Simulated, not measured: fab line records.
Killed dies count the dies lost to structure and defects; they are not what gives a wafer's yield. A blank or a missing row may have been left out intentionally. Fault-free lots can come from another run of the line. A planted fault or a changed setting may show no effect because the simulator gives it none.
Chamber matching :: flow sky130 :: SKY_FIELD_ISO_ETCH_15 on rie diel-01: 4 sister chambers
The step etches the open film in CHF3/O2, stops on Si, target depth 180 nm, time 72 s. 20 wafers are shown with their chamber, then 10 later ones without.

== WAFERS PAIRED WITH THEIR CHAMBERS ==
wafer: L074.1
chamber: 1
drypump motor current A (A): 6.34
oes product au (a.u.): 0.938
throttle valve pct (%): 8.843

wafer: L074.3
chamber: 2
drypump motor current A (A): 5.65
oes product au (a.u.): 0.946
throttle valve pct (%): 8.847

wafer: L074.5
chamber: 0
drypump motor current A (A): 6.12
oes product au (a.u.): 0.936
throttle valve pct (%): 8.837

wafer: L078.1
chamber: 0
drypump motor current A (A): 6.09
oes product au (a.u.): 0.953
throttle valve pct (%): 8.839

wafer: L078.2
chamber: 2
drypump motor current A (A): 5.65
oes product au (a.u.): 0.947
throttle valve pct (%): 8.842

wafer: L078.3
chamber: 3
drypump motor current A (A): 5.91
oes product au (a.u.): 0.953
throttle valve pct (%): 8.847

wafer: L079.1
chamber: 3
drypump motor current A (A): 5.90
oes product au (a.u.): 0.953
throttle valve pct (%): 8.832

wafer: L079.2
chamber: 0
drypump motor current A (A): 6.11
oes product au (a.u.): 0.955
throttle valve pct (%): 8.843

wafer: L079.6
chamber: 1
drypump motor current A (A): 6.34
oes product au (a.u.): 0.942
throttle valve pct (%): 8.849

wafer: L080.3
chamber: 0
drypump motor current A (A): 6.10
oes product au (a.u.): 0.943
throttle valve pct (%): 8.836

wafer: L080.4
chamber: 3
drypump motor current A (A): 5.89
oes product au (a.u.): 0.953
throttle valve pct (%): 8.839

wafer: L080.5
chamber: 0
drypump motor current A (A): 6.12
oes product au (a.u.): 0.935
throttle valve pct (%): 8.840

wafer: L082.1
chamber: 1
drypump motor current A (A): 6.37
oes product au (a.u.): 0.938
throttle valve pct (%): 8.839

wafer: L082.2
chamber: 3
drypump motor current A (A): 5.91
oes product au (a.u.): 0.937
throttle valve pct (%): 8.829

wafer: L082.3
chamber: 2
drypump motor current A (A): 5.68
oes product au (a.u.): 0.938
throttle valve pct (%): 8.815

wafer: L084.2
chamber: 0
drypump motor current A (A): 6.12
oes product au (a.u.): 0.954
throttle valve pct (%): 8.847

wafer: L084.5
chamber: 3
drypump motor current A (A): 5.89
oes product au (a.u.): 0.957
throttle valve pct (%): 8.852

wafer: L084.6
chamber: 1
drypump motor current A (A): 6.34
oes product au (a.u.): 0.946
throttle valve pct (%): 8.856

wafer: L085.1
chamber: 0
drypump motor current A (A): 6.13
oes product au (a.u.): 0.962
throttle valve pct (%): 8.849

wafer: L085.5
chamber: 2
drypump motor current A (A): 5.68
oes product au (a.u.): 0.954
throttle valve pct (%): 8.842

SIGNATURES, as means of the wafers listed above
reading: drypump motor current A
chamber 0: 6.1129
chamber 1: 6.3475
chamber 2: 5.6650
chamber 3: 5.9000
scatter within a chamber: 0.014

reading: oes product au
chamber 0: 0.94829
chamber 1: 0.94100
chamber 2: 0.94625
chamber 3: 0.95060
scatter within a chamber: 0.00814

reading: throttle valve pct
chamber 0: 8.84157
chamber 1: 8.84675
chamber 2: 8.83650
chamber 3: 8.83980
scatter within a chamber: 0.0091
Rule: for a wafer and a chamber, the distance is found by dividing, reading by reading, the gap between the wafer's reading and the chamber's mean by the reading's scatter, squaring, summing and taking the root. If the next closest chamber is less than 2 further off than the closest, the wafer can't be placed; otherwise it belongs to the closest. The scatter: the root of (the sum of the squares of (reading less its chamber's mean) over the shown wafers, divided by (wafers less chambers)).

== WAFERS WITHOUT THEIR CHAMBER ==
wafer: L085.6
drypump motor current A (A): 5.86
oes product au (a.u.): 0.950
throttle valve pct (%): 8.857

wafer: L089.1
drypump motor current A (A): 5.89
oes product au (a.u.): 0.936
throttle valve pct (%): 8.832

wafer: L089.2
drypump motor current A (A): 6.35
oes product au (a.u.): 0.934
throttle valve pct (%): 8.855

wafer: L089.5
drypump motor current A (A): 5.69
oes product au (a.u.): 0.937
throttle valve pct (%): 8.837

wafer: L092.1
drypump motor current A (A): 5.92
oes product au (a.u.): 0.940
throttle valve pct (%): 8.845

wafer: L092.4
drypump motor current A (A): 5.65
oes product au (a.u.): 0.931
throttle valve pct (%): 8.848

wafer: L092.5
drypump motor current A (A): 6.12
oes product au (a.u.): 0.947
throttle valve pct (%): 8.831

wafer: L097.1
drypump motor current A (A): 5.65
oes product au (a.u.): 0.945
throttle valve pct (%): 8.840

wafer: L097.2
drypump motor current A (A): 5.86
oes product au (a.u.): 0.942
throttle valve pct (%): 8.826

wafer: L097.5
drypump motor current A (A): 6.12
oes product au (a.u.): 0.946
throttle valve pct (%): 8.850

== CHAMBER TAKEN BY EACH ==
wafer: L085.6
from the rows above: 3
in truth: 3

wafer: L089.1
from the rows above: 3
in truth: 3

wafer: L089.2
from the rows above: 1
in truth: 1

wafer: L089.5
from the rows above: 2
in truth: 2

wafer: L092.1
from the rows above: 3
in truth: 3

wafer: L092.4
from the rows above: 2
in truth: 2

wafer: L092.5
from the rows above: 0
in truth: 0

wafer: L097.1
from the rows above: 2
in truth: 2

wafer: L097.2
from the rows above: 3
in truth: 3

wafer: L097.5
from the rows above: 0
in truth: 0
Correctly placed: 10 of 10. From these rows, 0 cannot be placed. 0 placed wrongly.
